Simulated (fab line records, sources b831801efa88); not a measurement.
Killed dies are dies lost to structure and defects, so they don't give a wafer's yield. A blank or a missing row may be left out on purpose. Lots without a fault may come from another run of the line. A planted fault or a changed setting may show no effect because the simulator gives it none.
Chamber matching | flow gf180mcu | GF_STI_ETCH_14 on rie_si-02: 4 sister chambers
The step etches Si in HBr/Cl2/O2, target depth 360 nm, time 102.9 s. 18 wafers are shown with their chamber, then 9 later ones without.

WAFERS WITH THEIR CHAMBER
wafer  | chamber | drypump_motor_current_A (A) | oes_product_au (a.u.) | rf_fwd_power_W (W)
L743.2 | 0       | 6.7                         | 1.008                 | 597.0
L743.4 | 2       | 6.3                         | 1.000                 | 596.7
L743.6 | 2       | 6.3                         | 1.009                 | 597.8
L745.2 | 2       | 6.3                         | 1.011                 | 595.0
L745.3 | 0       | 6.7                         | 1.022                 | 595.3
L745.6 | 3       | 6.3                         | 0.995                 | 596.2
L747.1 | 1       | 5.6                         | 1.003                 | 598.9
L747.5 | 1       | 5.5                         | 0.997                 | 597.4
L747.6 | 0       | 6.6                         | 1.017                 | 594.8
L749.1 | 3       | 6.3                         | 1.002                 | 600.3
L749.4 | 2       | 6.3                         | 1.007                 | 594.1
L749.5 | 3       | 6.3                         | 0.985                 | 598.2
L754.2 | 3       | 6.3                         | 0.996                 | 597.4
L754.4 | 2       | 6.3                         | 1.011                 | 596.9
L754.6 | 1       | 5.6                         | 0.981                 | 595.3
L758.1 | 0       | 6.6                         | 1.008                 | 596.8
L758.2 | 3       | 6.3                         | 0.992                 | 597.3
L758.6 | 1       | 5.6                         | 0.998                 | 598.6

SIGNATURES (means of the wafers above)
reading                 | chamber 0 | chamber 1 | chamber 2 | chamber 3 | scatter within a chamber
drypump_motor_current_A | 6.650     | 5.575     | 6.300     | 6.300     | 0.0354
oes_product_au          | 1.01375   | 0.99475   | 1.00760   | 0.99400   | 0.00684
rf_fwd_power_W          | 595.975   | 597.550   | 596.100   | 597.880   | 1.46
Rule: a wafer's distance from a chamber is the root of the sum, over the readings, of the square of ((its reading less the chamber's mean) divided by the reading's scatter). The wafer belongs to the nearest chamber; if the next one is less than 2 further off, it can't be placed. The scatter: the root of (the sum of the squares of (reading less its chamber's mean) over the shown wafers, divided by (wafers less chambers)).

WAFERS WITHOUT THEIR CHAMBER
wafer  | drypump_motor_current_A (A) | oes_product_au (a.u.) | rf_fwd_power_W (W)
L760.1 | 5.6                         | 0.988                 | 596.0
L760.3 | 6.7                         | 1.006                 | 598.3
L760.6 | 6.3                         | 0.982                 | 594.8
L761.3 | 5.6                         | 0.987                 | 596.8
L761.4 | 6.3                         | 0.995                 | 598.9
L761.5 | 6.3                         | 1.004                 | 595.2
L765.4 | 6.7                         | 1.010                 | 600.4
L765.5 | 6.3                         | 1.003                 | 593.3
L765.6 | 5.6                         | 0.986                 | 593.4

WHICH CHAMBER EACH WENT THROUGH
wafer  | from the rows above     | in truth
L760.1 | 1                       | 1
L760.3 | 0                       | 0
L760.6 | can't be placed: 3 or 2 | 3
L761.3 | 1                       | 1
L761.4 | can't be placed: 3 or 2 | 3
L761.5 | can't be placed: 2 or 3 | 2
L765.4 | 0                       | 0
L765.5 | can't be placed: 2 or 3 | 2
L765.6 | 1                       | 1
Placed correctly: 5 of 9. Can't be placed from these rows: 4 (the true chamber is among the candidates in 4). Placed wrongly: 0.
